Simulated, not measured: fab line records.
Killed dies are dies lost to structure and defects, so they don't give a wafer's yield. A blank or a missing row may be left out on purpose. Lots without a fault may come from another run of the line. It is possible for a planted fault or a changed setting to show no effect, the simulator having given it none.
fab line records | flow sky130
[record] lots = 12 wafers = 36 lastDay = 50
route steps=708 shown LI_CONTACT@376 LOCAL_INTERCONNECT@397 PAD_OPEN@708
lots with no fault: from the same line, run without faults
startH: hours from the record's first day to the start of the lot's first wafer shown | waitH: hours elapsed since this lot's preceding step | " same as the row above | L1.1+2: one row covering several wafers at once | - either no value or no given start | * or withheld: withheld | < > ~ a bound
route shown NAME@n: names a module that has steps shown in the file, with the first one's number in the route | usual: mean and standard deviation over wafers with no fault | same: alike in all rows | chamber/n: place in a boat | sites: each site's reading | _std_site: standard deviation across them | _edge_site: the outer-site mean with the inner-site mean subtracted | radiusMm: how far each site lies from the wafer's centre | mask NAME#n: copy n | behind: the last tool/chamber to shape the wafer | hold: cause of the lot's hold/its duration in hours/its outcome | device: the transistor (n, p or np) that didn't switch | end of line: the route-end tests of the same wafers | where a step has no rows: the recipe by itself | killed: count of dies lost to structure and defects at first sort (not the wafer's yield) | map: shows each die of a wafer: x if killed, . if not, _ if none is there
set.NAME: the setting that was run; set.NAME@STEP: the one run at that earlier step | model.NAME: the simulator's own value behind a step, which no gauge read
the route's steps for a sample of lots (tables are steps, rows are wafers)
services: the hour from which a tool's chamber was out of use, counted from the record's first day as startH (under 0 if before that day), plus the number of hours and why
[[steps]]
[step SKY_LI_CONTACT_ETCH_14]
[recipe] chemistry = N2/H2 target = BARC ionEnergyEv = 200 sourceW = 500 biasW = 100 pressureMtorr = 30 n2FlowSccm = 100 h2FlowSccm = 200 stopOn = SiO2 timeS = 45.9 targetDepthA = 600
[usual] drypumpMotorCurrentA = 5.8/0.45 h2FlowSccm = 199.9/0.69 oesProductAu = 0.855/0.0049 throttleValvePct = 13.225/0.0094
[same] timeS = 45.9
// columns lot.wafer tool chamber startH waitH drypumpMotorCurrentA h2FlowSccm oesProductAu rfHoursCounterH throttleValvePct
L396.1 rieDiel-02 1 711.23 0.0 6.6 199.4 0.859 11 13.239
L396.3 " 2 " " 5.5 199.8 0.852 19 13.221
L396.6 " 3 " " 5.2 198.8 0.867 - 13.228
L397.3 rieDiel-04 2 724.58 0.0 5.9 200.0 0.860 17 13.224
L397.4 " 1 " " 6.0 199.3 0.856 4 13.239
L397.5 " 0 " " 5.2 200.0 0.851 - 13.223
L398.2 rieDiel-04 2 732.55 0.0 6.0 200.0 0.854 17 13.205
L398.3 " 1 " " 6.0 200.1 0.856 5 13.233
L398.4 " 0 " " 5.2 200.3 0.860 37 13.212
L401.3 rieDiel-02 0 755.40 0.0 5.0 200.0 0.858 0 13.234
L401.4 " 3 " " 5.2 200.4 0.858 13 13.220
L401.5 " 0 " " 5.0 200.6 0.856 - 13.236
L402.4 rieDiel-04 0 763.34 0.0 5.2 201.0 0.853 38 13.239
L402.5 " 2 " " 6.0 198.7 0.851 - 13.241
L402.6 " 1 " " 6.0 198.9 0.851 - 13.224
L405.1 rieDiel-01 0 789.30 0.0 6.0 199.9 0.853 10 13.202
L405.3 " 2 " " 6.3 200.7 0.854 9 13.233
L405.6 " 0 " " 6.0 199.2 0.857 - 13.230
L408.1 rieDiel-02 1 809.05 0.0 6.6 199.5 0.848 14 13.208
L408.2 " 2 " " 5.5 199.4 0.853 23 13.216
L408.3 " 3 " " 5.2 199.1 0.866 15 13.211
L407.3 rieDiel-01 1 810.68 0.0 6.1 200.1 0.849 3 13.231
L407.4 " 3 " " 6.1 200.5 0.838 - 13.216
L407.5 " 1 " " 6.1 199.3 0.850 - 13.217
L411.2 rieDiel-04 1 828.45 0.0 6.0 200.2 0.850 7 13.230
L411.5 " 3 " " 6.1 199.8 0.853 - 13.233
L411.6 " 0 " " 5.2 199.8 0.856 - 13.221
L413.2 rieDiel-01 2 839.29 0.0 6.3 199.4 0.850 10 13.219
L413.4 " 2 " " 6.3 200.4 0.852 - 13.219
L413.5 " 0 " " 6.0 200.4 0.857 - 13.222
L412.1 rieDiel-04 0 847.25 0.0 5.3 199.4 0.848 1 13.223
L412.4 " 3 " " 6.1 199.8 0.854 10 13.229
L412.5 " 3 " " 6.1 200.5 0.852 - 13.204
L415.3 rieDiel-02 0 853.59 0.0 5.0 199.1 0.852 3 13.207
L415.4 " 3 " " 5.2 200.5 0.864 16 13.238
L415.6 " 2 " " 5.5 199.8 0.858 - 13.223
[step SKY_LI_CONTACT_STRIP_16]
[recipe] chemistry = O2/N2 powerW = 1400 pressureMtorr = 1500 platenTempC = withheld o2FlowSccm = 3000 n2FlowSccm = 300 overashFraction = 0.5
[usual] drypumpMotorCurrentA = 5.6/0.45 oesProductAu = 0.376/0.005 stripTimeToEndpointS = 3.515/0.029
// columns lot.wafer tool chamber startH waitH drypumpMotorCurrentA oesProductAu rfHoursCounterH stripTimeToEndpointS
L396.1 plasmaAsher-01 0 711.36 - 5.3 0.382 28 3.511
L396.3 " 0 " " 5.3 0.373 - 3.488
L396.6 " 1 " " 6.1 0.380 - 3.522
L397.3 plasmaAsher-01 1 724.74 - 6.1 0.375 - 3.516
L397.4 " 0 " " 5.3 0.374 - 3.534
L397.5 " 0 " " 5.3 0.378 - 3.512
L398.2 plasmaAsher-04 0 732.68 - 5.3 0.375 100 3.507
L398.3 " 1 " " 6.4 0.378 - 3.540
L398.4 " 0 " " 5.3 0.377 - 3.533
L401.3 plasmaAsher-03 0 755.57 - 5.6 0.379 - 3.514
L401.4 " 1 " " 5.1 0.376 - 3.514
L401.5 " 0 " " 5.6 0.379 - 3.529
L402.4 plasmaAsher-01 0 763.50 - 5.4 0.377 - 3.505
L402.5 " 0 " " 5.4 0.381 - 3.468
L402.6 " 1 " " 6.1 0.384 - 3.519
L405.1 plasmaAsher-04 0 789.43 - 5.3 0.371 4 3.507
L405.3 " 1 " " 6.5 0.379 - 3.519
L405.6 " 0 " " 5.3 0.382 - 3.540
L408.1 plasmaAsher-04 1 809.18 - 6.4 0.381 6 3.528
L408.2 " 0 " " 5.3 0.369 6 3.461
L408.3 " 0 " " 5.3 0.379 - 3.523
L407.3 plasmaAsher-04 1 810.84 - 6.4 0.380 - 3.484
L407.4 " 0 " " 5.3 0.376 - 3.559
L407.5 " 0 " " 5.3 0.377 - 3.486
L411.2 plasmaAsher-04 1 828.58 - 6.4 0.378 8 3.575
L411.5 " 0 " " 5.3 0.371 - 3.523
L411.6 " 1 " " 6.4 0.382 - 3.495
L413.2 plasmaAsher-01 0 839.42 - 5.4 0.376 41 3.511
L413.4 " 0 " " 5.3 0.370 - 3.482
L413.5 " 0 " " 5.4 0.382 - 3.485
L412.1 plasmaAsher-04 0 847.38 - 5.3 0.371 10 3.446
L412.4 " 1 " " 6.4 0.380 - 3.509
L412.5 " 0 " " 5.3 0.377 - 3.492
L415.3 plasmaAsher-01 1 853.75 - 6.1 0.379 - 3.559
L415.4 " 0 " " 5.4 0.372 - 3.519
L415.6 " 1 " " 6.1 0.378 - 3.512
[step SKY_LI_CONTACT_SPUTTER_20]
[recipe] material = TiN targetThkNm = 20 chamberPressurePa = 5 powerW = 4000 timeS = 80
[usual] throttleValvePct = 30.0/0.55
[same] timeS = 80
// columns lot.wafer tool chamber startH waitH throttleValvePct
L396.1 pvdSputter-03 - 711.73 0.0 29.3
L396.3 " - " " 29.7
L396.6 " - " " 29.1
L397.3 pvdSputter-03 - 725.08 0.0 29.2
L397.4 " - " " 30.0
L397.5 " - " " 29.2
L398.2 pvdSputter-04 - 733.07 0.0 30.1
L398.3 " - " " 30.5
L398.4 " - " " 30.8
L401.3 pvdSputter-03 - 755.90 0.0 29.8
L401.4 " - " " 30.3
L401.5 " - " " 30.0
L402.4 pvdSputter-03 - 763.84 0.0 30.4
L402.5 " - " " 30.5
L402.6 " - " " 29.2
L405.1 pvdSputter-02 - 789.82 0.0 30.1
L405.3 " - " " 30.4
L405.6 " - " " 30.0
L408.1 pvdSputter-03 - 809.55 0.0 29.7
L408.2 " - " " 30.0
L408.3 " - " " 30.4
L407.3 pvdSputter-04 - 811.18 0.0 30.9
L407.4 " - " " 28.5
L407.5 " - " " 28.8
L411.2 pvdSputter-03 - 828.95 0.0 30.0
L411.5 " - " " 30.2
L411.6 " - " " 29.3
L413.2 pvdSputter-03 - 839.96 0.0 29.9
L413.4 " - " " 29.2
L413.5 " - " " 30.0
L412.1 pvdSputter-03 - 847.75 0.0 30.7
L412.4 " - " " 29.9
L412.5 " - " " 29.1
L415.3 pvdSputter-04 - 854.09 0.0 28.6
L415.4 " - " " 29.9
L415.6 " - " " 28.8
[step SKY_LOCAL_INTERCONNECT_DEVELOP_10]
[recipe] developTimeS = 60 resist = KrF-thick devTempC = 21
[usual] developerTempC = 21.00/0.099
// columns lot.wafer tool chamber startH waitH developerTempC
L396.1 lithoTrack-03 0 739 - 20.92
L396.3 " 0 " " 21.09
L396.6 " 0 740 - 21.00
L397.3 lithoTrack-02 0 753 - 20.86
L397.4 " 0 " " 20.95
L397.5 " 0 " " 21.13
L398.2 lithoTrack-03 0 761 - 21.06
L398.3 " 0 " " 21.11
L398.4 " 0 " " 21.05
L401.3 lithoTrack-02 0 783 - 21.07
L401.4 " 0 " " 21.05
L401.5 " 0 " " 21.05
L402.4 lithoTrack-02 0 791 - 20.98
L402.5 " 0 " " 21.02
L402.6 " 0 " " 20.91
L405.1 lithoTrack-03 0 816 - 21.18
L405.3 " 0 " " 21.16
L405.6 " 0 " " 21.02
L408.1 lithoTrack-02 0 836 - 21.05
L408.2 " 0 " " 21.01
L408.3 " 0 " " 20.94
L407.3 lithoTrack-02 0 838 - 21.80
L407.4 " 0 " " 21.99
L407.5 " 0 " " 21.88
L411.2 lithoTrack-03 0 855 - 20.93
L411.5 " 0 " " 21.09
L411.6 " 0 " " 20.94
L413.2 lithoTrack-02 0 866 - 21.85
L413.4 " 0 " " 21.90
L413.5 " 0 " " 21.96
L412.1 lithoTrack-03 0 873 - 21.01
L412.4 " 0 " " 21.01
L412.5 " 0 " " 20.86
L415.3 lithoTrack-04 0 880 - 20.97
L415.4 " 0 " " 20.79
L415.6 " 0 " " 20.86
[step SKY_PAD_OPEN_PROBE_99]
[usual] killed_at_M0_to_M3 = 43/7.1 killed_at_M4_up = 3.2/1.7 killedAtContacts = 24/5.6 killedAtFrontEnd = 16/5 killedAtOther = 0.4/0.68 killedDies = 86/9.3 killedOnRim = 17/3.8 killedOpen = 47/7.1 killedShort = 39/5.7
[same] grossDies = 492 killedAtBackSide = 0
// columns lot.wafer tool chamber startH waitH killed_at_M0_to_M3 killed_at_M4_up killedAtContacts killedAtFrontEnd killedAtOther killedDies killedOnRim killedOpen killedShort
L396.1 prober-01 - 1102.40 0.1 41 5 18 15 1 80 21 39 39
L396.3 prober-01 - 1102.50 0.2 39 2 12 19 0 72 13 34 37
L396.6 prober-01 - 1102.65 0.2 44 7 26 10 0 87 21 44 43
L397.3 prober-02 - 1111.19 0.2 34 3 19 22 1 79 17 41 37
L397.4 prober-02 - 1111.24 0.2 31 4 29 23 0 87 19 34 53
L397.5 prober-02 - 1111.29 0.2 36 5 21 18 1 81 12 39 41
L398.2 prober-01 - 1116.90 0.1 41 5 19 13 1 79 11 45 34
L398.3 prober-01 - 1116.95 0.2 41 4 23 22 1 91 22 46 45
L398.4 prober-01 - 1117.00 0.2 36 5 23 13 1 78 12 39 39
L401.3 prober-02 - 1135.30 0.2 41 2 26 10 0 79 13 41 38
L401.4 prober-02 - 1135.35 0.2 58 2 15 14 1 90 15 56 33
L401.5 prober-02 - 1135.40 0.2 43 3 24 9 0 79 21 50 29
L402.4 prober-01 - 1140.06 0.2 55 4 19 8 0 86 16 48 37
L402.5 prober-01 - 1140.11 0.2 47 2 26 10 1 86 14 53 33
L402.6 prober-01 - 1140.16 0.2 45 4 31 9 1 90 21 45 44
L405.1 prober-02 - 1155.63 0.1 47 7 22 9 0 85 16 36 49
L405.3 prober-02 - 1155.73 0.2 47 1 27 18 0 93 22 60 33
L405.6 prober-02 - 1155.88 0.2 37 4 30 21 2 94 17 55 38
L408.1 prober-02 - 1169.09 0.1 42 2 27 17 0 88 18 49 39
L408.2 prober-02 - 1169.14 0.1 38 4 28 17 1 88 16 52 35
L408.3 prober-02 - 1169.19 0.2 46 3 25 10 0 84 18 43 41
L407.3 prober-01 - 1171.76 0.2 37 3 30 29 1 100 17 55 44
L407.4 prober-01 - 1171.81 0.2 34 2 22 29 2 89 14 51 36
L407.5 prober-01 - 1171.86 0.2 49 1 25 14 0 89 18 46 43
L411.2 prober-02 - 1182.16 0.1 49 2 29 14 0 94 14 51 42
L411.5 prober-02 - 1182.31 0.2 43 5 23 29 0 100 17 58 42
L411.6 prober-02 - 1182.36 0.2 36 5 27 20 0 88 20 46 41
L413.2 prober-01 - 1192.00 0.1 49 3 22 19 0 93 12 49 44
L413.4 prober-01 - 1192.10 0.2 39 2 20 13 0 74 12 44 30
L413.5 prober-01 - 1192.15 0.2 48 5 26 13 0 92 22 51 40
L412.1 prober-02 - 1193.78 0.1 32 2 33 12 0 79 20 47 32
L412.4 prober-02 - 1193.93 0.2 36 3 29 23 0 91 19 46 45
L412.5 prober-02 - 1193.98 0.2 53 2 26 11 0 92 14 47 45
L415.3 prober-01 - 1199.04 0.2 35 5 24 14 1 79 9 36 43
L415.4 prober-01 - 1199.09 0.2 34 7 25 14 0 80 21 41 39
L415.6 prober-01 - 1199.19 0.2 42 1 13 11 0 67 21 31 36
// killed by level:class
L396.1 CONTACT:geometricParticle:open=8 LI_CONTACT:geometricParticle:open=6 VIA1:geometricParticle:open=6 VIA3:geometricParticle:open=6 FIELD_ISO:geometricParticle:short=5 POLY_GATE:geometricParticle:short=5 METAL1:geometricParticle:short=5 VIA1:geometricParticle:short=5
L396.3 VIA1:geometricParticle:open=10 POLY_GATE:geometricParticle:short=7 VIA3:geometricParticle:open=7 METAL1:geometricParticle:short=6 METAL2:geometricParticle:short=4 FIELD_ISO:geometricParticle:open=3 POLY_GATE:geometricParticle:open=3 LOCAL_INTERCONNECT:geometricParticle:short=3
L396.6 VIA1:geometricParticle:short=12 CONTACT:geometricParticle:open=10 VIA2:geometricParticle:open=8 VIA1:geometricParticle:open=8 LI_CONTACT:geometricParticle:open=5 CONTACT:geometricParticle:short=4 METAL4:geometricParticle:short=4 FIELD_ISO:geometricParticle:open=3
L397.3 CONTACT:geometricParticle:open=8 VIA1:geometricParticle:open=7 VIA1:geometricParticle:short=7 FIELD_ISO:geometricParticle:short=6 VIA2:geometricParticle:open=5 LI_CONTACT:geometricParticle:open=4 METAL2:geometricParticle:short=4 POLY_GATE:geometricParticle:open=3
L397.4 LI_CONTACT:geometricParticle:open=7 METAL1:geometricParticle:short=6 FIELD_ISO:geometricParticle:short=6 LI_CONTACT:geometricParticle:short=6 CONTACT:geometricParticle:short=6 CONTACT:geometricParticle:open=6 FIELD_ISO:geometricParticle:open=5 SPACER:geometricParticle:short=4
L397.5 VIA1:geometricParticle:open=12 LI_CONTACT:geometricParticle:open=7 METAL2:geometricParticle:short=7 METAL1:geometricParticle:short=6 POLY_GATE:geometricParticle:short=5 POLY_GATE:geometricParticle:open=5 LOCAL_INTERCONNECT:geometricParticle:short=5 FIELD_ISO:geometricParticle:open=4
L398.2 VIA3:geometricParticle:open=10 VIA1:geometricParticle:open=8 CONTACT:geometricParticle:open=7 VIA2:geometricParticle:open=6 POLY_GATE:geometricParticle:short=4 METAL1:geometricParticle:short=4 VIA1:geometricParticle:short=4 METAL4:geometricParticle:short=4
L398.3 LI_CONTACT:geometricParticle:open=8 CONTACT:geometricParticle:open=7 VIA1:geometricParticle:open=7 METAL2:geometricParticle:short=7 FIELD_ISO:geometricParticle:open=6 METAL1:geometricParticle:short=6 VIA3:geometricParticle:open=6 FIELD_ISO:geometricParticle:short=5
L398.4 VIA1:geometricParticle:open=7 CONTACT:geometricParticle:open=7 LI_CONTACT:geometricParticle:open=6 METAL1:geometricParticle:short=6 FIELD_ISO:geometricParticle:open=5 VIA3:geometricParticle:open=5 FIELD_ISO:geometricParticle:short=4 LI_CONTACT:geometricParticle:short=4
L401.3 VIA1:geometricParticle:open=9 VIA2:geometricParticle:open=8 CONTACT:geometricParticle:open=7 LI_CONTACT:geometricParticle:open=7 LOCAL_INTERCONNECT:geometricParticle:short=6 METAL1:geometricParticle:short=5 VIA1:geometricParticle:short=5 LI_CONTACT:geometricParticle:short=4
L401.4 VIA2:geometricParticle:open=12 VIA1:geometricParticle:open=9 VIA3:geometricParticle:open=8 CONTACT:geometricParticle:open=7 FIELD_ISO:geometricParticle:open=6 VIA2:geometricParticle:short=6 METAL1:geometricParticle:short=4 VIA1:geometricParticle:short=4
L401.5 CONTACT:geometricParticle:open=11 VIA2:geometricParticle:open=9 VIA1:geometricParticle:open=6 VIA3:geometricParticle:open=6 METAL2:geometricParticle:short=5 FIELD_ISO:geometricParticle:open=4 LI_CONTACT:geometricParticle:open=4 METAL1:geometricParticle:short=4
L402.4 VIA1:geometricParticle:open=15 CONTACT:geometricParticle:open=8 VIA3:geometricParticle:open=7 VIA2:geometricParticle:open=6 LI_CONTACT:geometricParticle:open=5 VIA1:geometricParticle:short=5 VIA3:geometricParticle:short=5 LI_CONTACT:geometricParticle:short=4
L402.5 VIA1:geometricParticle:open=14 CONTACT:geometricParticle:open=10 LI_CONTACT:geometricParticle:open=9 VIA2:geometricParticle:open=6 METAL1:geometricParticle:short=5 METAL2:geometricParticle:short=4 VIA3:geometricParticle:short=4 VIA3:geometricParticle:open=4
L402.6 VIA1:geometricParticle:open=12 LI_CONTACT:geometricParticle:open=9 CONTACT:geometricParticle:open=9 METAL1:geometricParticle:short=6 VIA1:geometricParticle:short=6 VIA2:geometricParticle:short=5 CONTACT:geometricParticle:short=4 VIA2:geometricParticle:open=4
L405.1 VIA1:geometricParticle:short=11 VIA1:geometricParticle:open=9 VIA2:geometricParticle:open=6 CONTACT:geometricParticle:open=6 CONTACT:geometricParticle:short=6 METAL2:geometricParticle:short=5 LI_CONTACT:geometricParticle:open=4 LOCAL_INTERCONNECT:geometricParticle:short=4
L405.3 CONTACT:geometricParticle:open=12 VIA1:geometricParticle:open=11 LI_CONTACT:geometricParticle:open=9 VIA2:geometricParticle:open=8 FIELD_ISO:geometricParticle:open=5 VIA2:geometricParticle:short=5 POLY_GATE:geometricParticle:open=4 METAL1:geometricParticle:short=4
L405.6 VIA1:geometricParticle:open=10 CONTACT:geometricParticle:open=10 LI_CONTACT:geometricParticle:open=9 CONTACT:geometricParticle:short=7 POLY_GATE:geometricParticle:open=6 VIA2:geometricParticle:open=5 VIA3:geometricParticle:open=5 FIELD_ISO:geometricParticle:short=4
L408.1 CONTACT:geometricParticle:open=8 VIA1:geometricParticle:open=8 LI_CONTACT:geometricParticle:open=7 FIELD_ISO:geometricParticle:short=6 VIA2:geometricParticle:open=5 METAL2:geometricParticle:open=5 VIA3:geometricParticle:open=5 POLY_GATE:geometricParticle:open=4
L408.2 CONTACT:geometricParticle:open=10 LI_CONTACT:geometricParticle:open=8 VIA1:geometricParticle:short=8 VIA2:geometricParticle:open=7 METAL2:geometricParticle:short=6 VIA3:geometricParticle:open=5 POLY_GATE:geometricParticle:short=4 POLY_GATE:geometricParticle:open=4
L408.3 METAL1:geometricParticle:short=11 LI_CONTACT:geometricParticle:open=10 VIA2:geometricParticle:open=8 CONTACT:geometricParticle:open=6 CONTACT:geometricParticle:short=6 VIA1:geometricParticle:open=6 POLY_GATE:geometricParticle:short=4 VIA3:geometricParticle:short=4
L407.3 CONTACT:geometricParticle:open=12 VIA1:geometricParticle:open=9 FIELD_ISO:geometricParticle:open=8 FIELD_ISO:geometricParticle:short=7 LI_CONTACT:geometricParticle:open=7 VIA2:geometricParticle:open=6 METAL1:geometricParticle:short=6 POLY_GATE:geometricParticle:short=5
L407.4 VIA1:geometricParticle:open=12 FIELD_ISO:geometricParticle:open=11 POLY_GATE:geometricParticle:open=8 CONTACT:geometricParticle:open=8 FIELD_ISO:geometricParticle:short=6 VIA1:geometricParticle:short=6 CONTACT:geometricParticle:short=5 LI_CONTACT:geometricParticle:open=4
L407.5 CONTACT:geometricParticle:open=11 METAL2:geometricParticle:short=10 LI_CONTACT:geometricParticle:open=9 VIA3:geometricParticle:open=8 VIA1:geometricParticle:open=6 METAL1:geometricParticle:short=5 VIA2:geometricParticle:short=5 VIA3:geometricParticle:short=5
L411.2 VIA1:geometricParticle:open=14 LI_CONTACT:geometricParticle:open=9 CONTACT:geometricParticle:open=9 LOCAL_INTERCONNECT:geometricParticle:short=7 METAL2:geometricParticle:short=6 METAL1:geometricParticle:short=6 VIA1:geometricParticle:short=6 FIELD_ISO:geometricParticle:short=5
L411.5 VIA1:geometricParticle:open=12 CONTACT:geometricParticle:open=11 VIA2:geometricParticle:open=9 POLY_GATE:geometricParticle:short=6 FIELD_ISO:geometricParticle:open=5 POLY_GATE:geometricParticle:open=5 LI_CONTACT:geometricParticle:open=5 METAL2:geometricParticle:short=5
L411.6 CONTACT:geometricParticle:open=10 VIA1:geometricParticle:open=8 VIA1:geometricParticle:short=7 LOCAL_INTERCONNECT:geometricParticle:short=7 FIELD_ISO:geometricParticle:short=5 VIA2:geometricParticle:open=5 FIELD_ISO:geometricParticle:open=4 VIA3:geometricParticle:open=4
L413.2 VIA3:geometricParticle:open=10 VIA2:geometricParticle:open=8 FIELD_ISO:geometricParticle:short=7 LI_CONTACT:geometricParticle:open=7 CONTACT:geometricParticle:open=7 METAL1:geometricParticle:short=6 VIA1:geometricParticle:open=5 VIA3:geometricParticle:short=5
L413.4 CONTACT:geometricParticle:open=12 VIA1:geometricParticle:open=6 VIA2:geometricParticle:open=6 FIELD_ISO:geometricParticle:open=4 METAL2:geometricParticle:short=4 VIA2:geometricParticle:short=4 VIA3:geometricParticle:open=4 CONTACT:geometricParticle:short=3
L413.5 VIA1:geometricParticle:open=17 CONTACT:geometricParticle:open=8 LI_CONTACT:geometricParticle:open=6 METAL3:geometricParticle:short=6 CONTACT:geometricParticle:short=5 METAL1:geometricParticle:short=5 VIA1:geometricParticle:short=5 LOCAL_INTERCONNECT:geometricParticle:short=4
L412.1 CONTACT:geometricParticle:open=13 VIA3:geometricParticle:open=8 LI_CONTACT:geometricParticle:open=6 VIA2:geometricParticle:open=5 FIELD_ISO:geometricParticle:short=4 LOCAL_INTERCONNECT:geometricParticle:short=4 CONTACT:geometricParticle:short=4 VIA1:geometricParticle:open=4
L412.4 CONTACT:geometricParticle:open=11 METAL2:geometricParticle:short=8 VIA3:geometricParticle:open=8 FIELD_ISO:geometricParticle:short=7 VIA1:geometricParticle:open=7 CONTACT:geometricParticle:short=6 LI_CONTACT:geometricParticle:open=6 VIA1:geometricParticle:short=6
L412.5 METAL2:geometricParticle:short=13 VIA1:geometricParticle:open=11 LI_CONTACT:geometricParticle:open=10 VIA2:geometricParticle:open=10 CONTACT:geometricParticle:open=5 CONTACT:geometricParticle:short=5 FIELD_ISO:geometricParticle:short=4 VIA3:geometricParticle:short=3
L415.3 VIA1:geometricParticle:open=12 METAL2:geometricParticle:short=9 FIELD_ISO:geometricParticle:short=7 LOCAL_INTERCONNECT:geometricParticle:short=6 LI_CONTACT:geometricParticle:open=5 CONTACT:geometricParticle:open=5 CONTACT:geometricParticle:short=5 METAL4:geometricParticle:short=4
L415.4 LI_CONTACT:geometricParticle:open=8 CONTACT:geometricParticle:open=8 METAL2:geometricParticle:short=8 VIA2:geometricParticle:open=7 METAL4:geometricParticle:short=6 VIA1:geometricParticle:open=6 FIELD_ISO:geometricParticle:short=4 FIELD_ISO:geometricParticle:open=4
L415.6 VIA1:geometricParticle:open=9 CONTACT:geometricParticle:short=7 VIA1:geometricParticle:short=7 VIA3:geometricParticle:open=6 VIA2:geometricParticle:open=5 METAL1:geometricParticle:short=4 METAL2:geometricParticle:short=4 VIA2:geometricParticle:short=3
[[services]]
// columns tool chamber startH hours kind
rieDiel-02 2 688.56 6.0 repair
rieDiel-01 0 715.21 4.3 repair
rieDiel-01 - 717.78 0.1 repair
plasmaAsher-04 - 733.75 9.0 pm
rieDiel-01 - 739.25 0.5 repair
plasmaAsher-04 - 742.75 2.8 pm
rieDiel-01 3 743.18 12.9 repair
pvdSputter-04 - 744.91 22.3 repair
rieDiel-01 2 760.27 23.5 repair
rieDiel-02 1 762.24 7.3 repair
rieDiel-01 3 777.20 4.4 repair
pvdSputter-02 - 777.74 1.8 repair
rieDiel-04 2 780.09 7.7 repair
rieDiel-01 3 786.19 15.9 repair
rieDiel-04 1 792.95 14.8 repair
rieDiel-01 2 800.74 11.3 repair
rieDiel-02 - 822.75 14.6 pm
rieDiel-01 - 829.38 1.8 repair
pvdSputter-02 - 831.83 20.9 repair
plasmaAsher-04 - 841.65 2.1 repair
plasmaAsher-01 - 862.54 3.6 repair
rieDiel-02 3 865.65 3.8 repair
rieDiel-04 3 876.71 6.6 repair
pvdSputter-03 - 878.35 8.0 repair
[[key]]
[firstSign] step = SKY_LOCAL_INTERCONNECT_DEVELOP_10 reading = developerTempC direction = up sigmas = 9.1 usual = * struck = *
effect none on later readings
metAt SKY_LOCAL_INTERCONNECT_DEVELOP_10
struckLots L407,L413
testerLeftOut L407,L413
notActingAt SKY_LI_CONTACT_ETCH_14,SKY_LI_CONTACT_STRIP_16,SKY_LI_CONTACT_SPUTTER_20
onsetBetween 836 838
[fault] kind = processParameterDrift tool = lithoTrack-02 chamber = - onsetH = 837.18 steps = SKY_LOCAL_INTERCONNECT_DEVELOP_10 channel = devTempC offset = * shape = step endH = 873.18 actsIn = * stated = *
// testerLeftOut: of these lots the tester's yield and bins aren't shown, on N5 and GAA mostly nor the transistor test; their killed dies are dies lost to structure and defects alone, not to doping, threshold or leakage, so they don't give the yield
